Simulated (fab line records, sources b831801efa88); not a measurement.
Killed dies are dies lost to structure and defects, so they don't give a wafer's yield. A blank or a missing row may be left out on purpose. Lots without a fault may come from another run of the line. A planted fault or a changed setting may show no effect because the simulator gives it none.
Which tool did it? | flow sky130 | 12 lots, 36 wafers sampled, at 4 steps of a route of 708

WHAT THE GAUGES READ, wafer by wafer
SKY_CONTACT_THK_MEAS_26: measures by xrf.
lot  | measured     | on            | CONTACT_W_THK (nm)
L833 | day 32 17:31 | film_metro-03 | 320 316 319
L835 | day 33 07:55 | film_metro-04 | 323 324 327
L836 | day 33 11:53 | film_metro-01 | 324 325 327
L837 | day 33 14:27 | film_metro-04 | 325 323 323
L838 | day 34 00:58 | film_metro-01 | 331 326 330
L840 | day 34 17:55 | film_metro-04 | 327 326 328
L841 | day 34 23:37 | film_metro-04 | 324 324 326
L843 | day 35 10:07 | film_metro-04 | 331 334 330
L844 | day 35 12:31 | film_metro-04 | 324 329 329
L845 | day 36 08:19 | film_metro-03 | 323 322 321
L853 | day 38 16:10 | film_metro-01 | 332 331 331
L854 | day 38 19:22 | film_metro-04 | 333 326 326

WHICH TOOL RAN EACH LOT (tool, then ch and the chambers of the sampled wafers, then the start)
lot  | SKY_POLY_GATE_ETCH_15              | SKY_LI_CONTACT_STRIP_16              | SKY_CONTACT_CVD_24
L833 | rie_diel-03 ch 0,1,2, day 17 12:44 | plasma_asher-01 ch 0,1, day 30 05:38 | cvd_w-02 ch 0,1, day 32 17:16
L835 | rie_diel-04 ch 0,2,3, day 18 04:58 | plasma_asher-04 ch 0,1, day 30 20:52 | cvd_w-01 ch 0, day 33 07:34
L836 | rie_diel-04 ch 1,2,3, day 18 09:50 | plasma_asher-02 ch 0,1, day 31 02:05 | cvd_w-01 ch 0, day 33 11:35
L837 | rie_diel-04 ch 2,3, day 18 11:59   | plasma_asher-01 ch 1, day 31 04:14   | cvd_w-01 ch 0, day 33 14:07
L838 | rie_diel-03 ch 0,1,2, day 19 02:05 | plasma_asher-04 ch 0,1, day 31 14:51 | cvd_w-01 ch 0,1, day 34 00:44
L840 | rie_diel-04 ch 0,1,3, day 19 21:34 | plasma_asher-01 ch 0,1, day 32 09:32 | cvd_w-02 ch 0,1, day 34 17:41
L841 | rie_diel-01 ch 2,3, day 20 03:05   | plasma_asher-02 ch 1, day 32 14:32   | cvd_w-01 ch 1, day 34 23:18
L843 | rie_diel-04 ch 0,1,2, day 20 18:10 | plasma_asher-01 ch 0,1, day 33 01:14 | cvd_w-01 ch 1, day 35 09:47
L844 | rie_diel-04 ch 0,2, day 20 19:49   | plasma_asher-02 ch 0,1, day 33 03:44 | cvd_w-01 ch 1, day 35 12:11
L845 | rie_diel-04 ch 1,2,3, day 21 07:25 | plasma_asher-04 ch 0,1, day 33 23:17 | cvd_w-02 ch 0,1, day 36 08:04
L853 | rie_diel-01 ch 0,1,2, day 24 11:05 | plasma_asher-04 ch 0,1, day 36 07:13 | cvd_w-01 ch 1, day 38 15:56
L854 | rie_diel-01 ch 0,1,3, day 24 14:14 | plasma_asher-01 ch 0,1, day 36 11:12 | cvd_w-01 ch 0,1, day 38 19:09
- SKY_POLY_GATE_ETCH_15: etches BARC in N2/H2, stops on SiO2, time 118.5 s, target depth 110 nm.
- SKY_LI_CONTACT_STRIP_16: strips in O2/N2.
- SKY_CONTACT_CVD_24: deposits W, target thk 340 nm, time 102.12 s.

WHAT THE TOOLS THEMSELVES READ (means of the sampled wafers that have a number; where no wafer has one, the mark that the record gives instead)
SKY_POLY_GATE_ETCH_15.
lot  | tool        | bias_w (W) | drypump_motor_current_A (A) | oes_product_au (a.u.) | rf_fwd_power_W (W) | throttle_valve_pct (%)
L833 | rie_diel-03 | 99.94      | 5.3                         | 0.716                 | 497.1              | 13.217
L835 | rie_diel-04 | 100.16     | 5.8                         | 0.714                 | 496.9              | 13.209
L836 | rie_diel-04 | 100.08     | 6.0                         | 0.713                 | 496.4              | 13.213
L837 | rie_diel-04 | 100.24     | 6.2                         | 0.717                 | 497.4              | 13.204
L838 | rie_diel-03 | 100.00     | 5.2                         | 0.723                 | 500.1              | 13.222
L840 | rie_diel-04 | 99.92      | 5.7                         | 0.715                 | 496.7              | 13.211
L841 | rie_diel-01 | 100.25     | 5.8                         | 0.718                 | 498.5              | 13.218
L843 | rie_diel-04 | 100.12     | 5.7                         | 0.724                 | 496.8              | 13.205
L844 | rie_diel-04 | 99.93      | 5.9                         | 0.717                 | 498.5              | 13.204
L845 | rie_diel-04 | 99.81      | 6.0                         | 0.716                 | 496.4              | 13.216
L853 | rie_diel-01 | 92.05      | 5.9                         | 0.711                 | 497.3              | 13.214
L854 | rie_diel-01 | 92.19      | 5.9                         | 0.717                 | 496.0              | 13.213

SKY_LI_CONTACT_STRIP_16.
lot  | tool            | drypump_motor_current_A (A) | oes_product_au (a.u.) | strip_time_to_endpoint_s (s)
L833 | plasma_asher-01 | 5.9                         | 0.375                 | 3.49
L835 | plasma_asher-04 | 5.9                         | 0.378                 | 3.52
L836 | plasma_asher-02 | 5.2                         | 0.375                 | 3.44
L837 | plasma_asher-01 | 5.6                         | 0.375                 | 3.46
L838 | plasma_asher-04 | 5.9                         | 0.379                 | 3.47
L840 | plasma_asher-01 | 5.9                         | 0.375                 | 3.51
L841 | plasma_asher-02 | 5.4                         | 0.375                 | 3.48
L843 | plasma_asher-01 | 6.1                         | 0.375                 | 3.48
L844 | plasma_asher-02 | 5.2                         | 0.381                 | 3.53
L845 | plasma_asher-04 | 5.8                         | 0.374                 | 3.46
L853 | plasma_asher-04 | 5.8                         | 0.369                 | 3.44
L854 | plasma_asher-01 | 5.9                         | 0.374                 | 3.48

SKY_CONTACT_CVD_24.
lot  | tool     | chamber_pressure_Torr (Torr) | heater_power_w (W)
L833 | cvd_w-02 | 40.01                        | 856
L835 | cvd_w-01 | 40.02                        | 987
L836 | cvd_w-01 | 39.93                        | 981
L837 | cvd_w-01 | 39.94                        | 989
L838 | cvd_w-01 | 39.84                        | 832
L840 | cvd_w-02 | 40.09                        | 868
L841 | cvd_w-01 | 40.16                        | 763
L843 | cvd_w-01 | 39.95                        | 756
L844 | cvd_w-01 | 39.99                        | 759
L845 | cvd_w-02 | 40.01                        | 888
L853 | cvd_w-01 | 39.96                        | 766
L854 | cvd_w-01 | 40.06                        | 912

THE ANSWER, worked out from the rows above alone
Rule: what is usual is taken from the lots themselves. Put in order of their means at a reading, lots are off if they are a third of the lots or fewer, leave a main group of 4 or more, and stand apart from it by a gap of 3 or more times the standard deviation of the main group's means; of several such gaps the widest counts. A main group whose means are all the same, to the digits that the tables above print for the reading, isn't used. A lot without any number at a reading at which 4 lots or more have one is off too. The other lots that the step has rows for count as sound. The gauges are gone through in route order, then the tools' own readings, and for those a lot's mean is taken as printed above. The first step at which some lot is off is used, and at that step the reading that is off furthest; a lot without a number counts as furthest.
Off: L853, L854, at SKY_POLY_GATE_ETCH_15 (bias_w). The main group: mean 100.05 W, standard deviation 0.14.
A tool fits if, at that step or a process step before it, it ran every lot that is off, and no sound lot after the first of them. One fits: rie_diel-01 at SKY_POLY_GATE_ETCH_15. Its last sound lot is L841 (day 20 03:05), its first lot that is off L853 (day 24 11:05): a fault that began between those two fits.
The tool's own readings at SKY_POLY_GATE_ETCH_15 bear it out: on the lots that are off they differ by more than 5 times the standard deviation of the sound lots' means. bias_w reads 92.12 W there against 100.05 W on the sound lots.

WHAT THE SIMULATOR HAD PUT IN
Process parameter drift: rie_diel-01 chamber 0, from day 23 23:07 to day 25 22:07, at SKY_POLY_GATE_ETCH_15. Setting bias_w, moved by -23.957, from 100. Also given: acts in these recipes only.
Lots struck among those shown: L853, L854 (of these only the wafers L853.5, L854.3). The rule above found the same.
